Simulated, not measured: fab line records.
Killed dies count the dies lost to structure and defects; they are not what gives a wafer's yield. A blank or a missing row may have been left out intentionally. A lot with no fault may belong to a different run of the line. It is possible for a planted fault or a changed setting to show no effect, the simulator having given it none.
A struck lot beside a sound one	flow sky130	15 steps out of a route of 708
Sound: wafers L423.4, L423.5, L423.6. Struck: wafer L433.4. (L433.1, L433.2 of the same lot were not struck and are left out.) The cause comes at the end.
At each step with rows: each side's tool, then ch and its chambers, then its first start. Under that, the readings that differ: sound wafers	struck wafers	difference of the means	sigmas: that difference in standard deviations of wafers without a fault.
alike: readings whose means differ by less than 2 such deviations, and words and numbers that are the same on both sides. not compared: withheld readings, readings that some wafer has no value for, bounds like >300 that may hide the same value, and numbers for which the record gives no deviation and whose values overlap.
The two part at a step that has a row with sigmas, a row that says differs or no value, or rows on one side only. Numbers that have no deviation but don't overlap get no sigmas and don't part them. A reading missing from all wafers of one side parts the sides only when that side holds two or more wafers.

first, 8 steps without rows for these wafers: SKY_POLY_GATE_DEHYDRATE_05 (time 60 s); SKY_POLY_GATE_HMDS_06 (prime time 60 s); SKY_POLY_GATE_COAT_07 (resist thk 110 nm); SKY_POLY_GATE_COAT_08 (resist thk 450 nm); SKY_POLY_GATE_SOFTBAKE_09 (time 90 s); SKY_POLY_GATE_EXPOSE_10 (exposes mask P1M, target cd 150 nm); SKY_POLY_GATE_PEB_11; SKY_POLY_GATE_DEVELOP_12 (develop time 60 s).
SKY_POLY_GATE_CD_MEAS_13: target cd 150 nm.
  sound: cdSem-02 at day 18 03:08; struck: cdSem-01 at day 22 12:01
  alike: cdNm
SKY_POLY_GATE_OVL_MEAS_14:
  sound: overlay-01 at day 18 03:13; struck: overlay-02 at day 22 12:08
  alike: POLY_GATE_OVL
SKY_POLY_GATE_ETCH_15: etches BARC in N2/H2, stops on SiO2, time 118.5 s, target depth 110 nm.
  sound on rieDiel-02 ch 0,2,3, day 18 03:14; struck on rieDiel-03 ch 3, day 22 12:10
  alike: chamberPressureMTorr, drypumpMotorCurrentA, oesProductAu, throttleValvePct
  not compared: rfHoursCounterH
SKY_POLY_GATE_ETCH_16: etches Si3N4 in CH3F/O2, stops on poly-Si, time 147.5 s, target depth 75 nm.
  sound on rieDiel-02 ch 0,2,3, day 18 03:19; struck on rieDiel-03 ch 3, day 22 12:16
  alike: chamberPressureMTorr, drypumpMotorCurrentA, oesProductAu, throttleValvePct
  not compared: rfHoursCounterH
SKY_POLY_GATE_ETCH_17: etches poly-Si in HBr/Cl2, stops on SiO2, target depth 180 nm, time 70.5 s.
  sound on rieSi-02 ch 0,1,2, day 18 03:25; struck on rieSi-01 ch 2, day 22 12:22
reading	sound	struck	difference	sigmas
oesProductAu (a.u.)	0.995 0.984 0.991	0.876	-0.114	-13
throttleValvePct (%)	33.691 33.693 33.700	33.667	-0.028	-3
model.etch.depthNm (nm)	180 179 178.5	150	-29	
model.POLY_GATE.featureDepthNm (nm)	180 179 178.5	150	-29	
model.KrF-thick_of_POLY_GATE_COAT_08.thkNm (nm)	135.2 143.8 137.8	149.9	+11.0	
  alike: chamberPressureMTorr, drypumpMotorCurrentA
  not compared: rfHoursCounterH
SKY_POLY_GATE_STRIP_18: strips in O2/N2.
  sound on plasmaAsher-01 ch 0,1, day 18 03:30; struck on plasmaAsher-02 ch 0, day 22 12:25
reading	sound	struck	difference	sigmas
drypumpMotorCurrentA (A)	5.89 5.91 5.71	5.36	-0.48	-2
oesProductAu (a.u.)	0.355 0.358 0.354	0.372	+0.016	+3
stripTimeToEndpointS (s)	3.11 3.22 3.13	3.27	+0.12	+2
  alike: chamberPressureMTorr
  not compared: rfHoursCounterH
then, 1 step without rows for these wafers: SKY_POLY_GATE_CLEAN_19 (cleans in SC1/SC2, time 150 s).

== WHERE THEY PART ==
First at SKY_POLY_GATE_ETCH_17; last, within this record, at SKY_POLY_GATE_STRIP_18.

WHY: what had been put in by the simulator
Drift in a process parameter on rieSi-01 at SKY_POLY_GATE_ETCH_17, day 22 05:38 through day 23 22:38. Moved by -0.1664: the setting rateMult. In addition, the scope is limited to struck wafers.
